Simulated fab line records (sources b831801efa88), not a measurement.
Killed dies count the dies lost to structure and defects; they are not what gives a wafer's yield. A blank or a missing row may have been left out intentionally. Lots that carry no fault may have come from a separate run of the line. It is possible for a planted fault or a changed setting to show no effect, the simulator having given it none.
Which tool was responsible?	flow sky130	39 wafers from 13 lots sampled at 5 of the route's 708 steps

== WHAT THE GAUGES SHOWED, per wafer ==
SKY_DNWELL_TW_MEAS_09.
lot	measured	on	DNWELL_TW
L672	day 3 01:43	film_metro-01	1097 1097 1097
L673	day 3 11:15	film_metro-01	1096 1098 1092
L675	day 3 19:30	film_metro-03	1115 1116 1117
L676	day 4 03:41	film_metro-01	1095 1093 1094
L677	day 4 09:11	film_metro-01	29 29 30
L678	day 4 14:36	film_metro-01	1092 1090 1092
L679	day 4 19:49	film_metro-02	1101 1100 1101
L683	day 5 16:02	film_metro-01	1103 1102 1104
L686	day 6 06:58	film_metro-02	1104 1110 1102
L689	day 7 03:41	film_metro-03	1105 1105 1103
L692	day 7 16:50	film_metro-03	1112 1109 1116
L694	day 8 02:14	film_metro-01	1106 1105 1106
L695	day 8 18:47	film_metro-03	1117 1113 1115

SKY_PWDE_TW_MEAS_10.
lot	measured	on	PWDE_TW
L672	day 3 17:44	film_metro-01	366.4 364.9 367.2
L673	day 4 04:02	film_metro-03	366.4 367.5 367.5
L675	day 4 12:26	film_metro-03	368.1 367.1 371.2
L676	day 4 21:08	film_metro-02	367.7 368.4 367.9
L677	day 5 03:11	film_metro-02	1119.9 1121.5 1111.3
L678	day 5 08:08	film_metro-01	367.8 365.7 365.8
L679	day 5 13:36	film_metro-03	367.8 367.2 368.4
L683	day 6 10:14	film_metro-03	369.6 370.7 367.2
L686	day 7 02:02	film_metro-02	373.9 371.5 371.5
L689	day 7 23:10	film_metro-01	363.8 366.3 363.9
L692	day 8 12:37	film_metro-01	367.7 363.6 368.5
L694	day 8 22:28	film_metro-03	369.6 368.8 370.7
L695	day 9 16:49	film_metro-01	372.8 370.8 371.8

SKY_METAL1_THK_MEAS_06: measures by xrf.
lot	measured	on	METAL1_ALCU_THK (nm)
L672	day 31 14:26	film_metro-02	245 245 246
L673	day 32 03:44	film_metro-01	246 246 247
L675	day 32 11:01	film_metro-02	243 242 245
L676	day 33 07:40	film_metro-01	249 248 246
L677	day 33 10:26	film_metro-02	246 251 248
L678	day 33 19:17	film_metro-02	251 249 251
L679	day 34 07:05	film_metro-03	246 243 245
L683	day 35 07:20	film_metro-01	248 250 248
L686	day 36 04:40	film_metro-02	249 252 253
L689	day 37 07:20	film_metro-01	254 252 257
L692	day 38 02:52	film_metro-02	247 242 246
L694	day 38 14:38	film_metro-02	246 243 246
L695	day 39 11:33	film_metro-02	248 247 247

== TOOL THAT RAN EACH LOT (tool first, then ch and the chambers of the sampled wafers, then the start) ==
lot	SKY_DNWELL_EXPOSE_04	SKY_LI_CONTACT_CVD_21
L672	iline_stepper-01 ch 0, day 2 18:14	cvd_w-01 ch 0, day 29 02:45
L673	iline_stepper-02 ch 0, day 3 03:26	cvd_w-02 ch 1, day 29 15:57
L675	iline_stepper-02 ch 0, day 3 10:50	cvd_w-01 ch 0,1, day 29 23:54
L676	iline_stepper-02 ch 0, day 3 18:56	cvd_w-01 ch 0,1, day 30 20:24
L677	iline_stepper-02 ch 0, day 3 23:58	cvd_w-01 ch 0,1, day 31 00:43
L678	iline_stepper-01 ch 0, day 4 06:09	cvd_w-02 ch 0,1, day 31 09:08
L679	iline_stepper-01 ch 0, day 4 10:46	cvd_w-02 ch 0,1, day 31 21:22
L683	iline_stepper-02 ch 0, day 5 06:31	cvd_w-01 ch 0,1, day 32 21:33
L686	iline_stepper-01 ch 0, day 5 21:45	cvd_w-02 ch 0,1, day 33 19:13
L689	iline_stepper-01 ch 0, day 6 17:28	cvd_w-02 ch 0,1, day 34 23:57
L692	iline_stepper-02 ch 0, day 7 06:37	cvd_w-02 ch 0,1, day 35 18:20
L694	iline_stepper-02 ch 0, day 7 16:26	cvd_w-01 ch 0, day 36 06:50
L695	iline_stepper-02 ch 0, day 8 08:15	cvd_w-02 ch 0,1, day 37 05:31
- SKY_DNWELL_EXPOSE_04: exposes mask DNM, target cd 3000 nm.
- SKY_LI_CONTACT_CVD_21: deposits W, target thk 400 nm, time 120.56 s.

== WHAT THE TOOLS THEMSELVES READ (means of the sampled wafers that have a number; where no wafer has one, the mark that the record gives instead) ==
SKY_DNWELL_EXPOSE_04.
lot	tool	exposure_dose_mJ_cm2
L672	iline_stepper-01	222.08
L673	iline_stepper-02	222.30
L675	iline_stepper-02	221.86
L676	iline_stepper-02	221.79
L677	iline_stepper-02	221.86
L678	iline_stepper-01	221.96
L679	iline_stepper-01	222.05
L683	iline_stepper-02	222.04
L686	iline_stepper-01	222.22
L689	iline_stepper-01	221.74
L692	iline_stepper-02	222.05
L694	iline_stepper-02	222.18
L695	iline_stepper-02	221.86

SKY_LI_CONTACT_CVD_21.
lot	tool	heater_power_w (W)
L672	cvd_w-01	934
L673	cvd_w-02	910
L675	cvd_w-01	866
L676	cvd_w-01	903
L677	cvd_w-01	916
L678	cvd_w-02	870
L679	cvd_w-02	885
L683	cvd_w-01	911
L686	cvd_w-02	871
L689	cvd_w-02	871
L692	cvd_w-02	875
L694	cvd_w-01	965
L695	cvd_w-02	891

== THE ANSWER, worked out from the rows above alone ==
Rule: the lots themselves supply what counts as usual. The widest of any qualifying gaps counts: lots, ordered by their means at a reading, are off when they make up no more than a third of the lots, leave a main group of 4 or more, and stand apart from it by 3 or more times the standard deviation of that group's means. A main group is skipped when, at the precision printed for the reading in the tables above, its means are all equal. Also off: a lot with no number at a reading for which 4 or more lots have one. The other lots that the step has rows for count as sound. The gauges are gone through in route order, then the tools' own readings, and for those a lot's mean is taken as printed above. The first step at which some lot is off is used, and at that step the reading that is off furthest; a lot without a number counts as furthest.
Off: L677, at SKY_DNWELL_TW_MEAS_09 (DNWELL_TW). Main group: mean 1103, sd 7.8.
A tool fits if, at a process step before that reading, it ran every lot that is off, and no sound lot after the first of them. The gauges at SKY_DNWELL_TW_MEAS_09 aren't tried: what is off there is off at SKY_PWDE_TW_MEAS_10 too, on other tools, and a gauge's error can't cause that. None of those tried fits.

== WHAT THE SIMULATOR HAD INSERTED ==
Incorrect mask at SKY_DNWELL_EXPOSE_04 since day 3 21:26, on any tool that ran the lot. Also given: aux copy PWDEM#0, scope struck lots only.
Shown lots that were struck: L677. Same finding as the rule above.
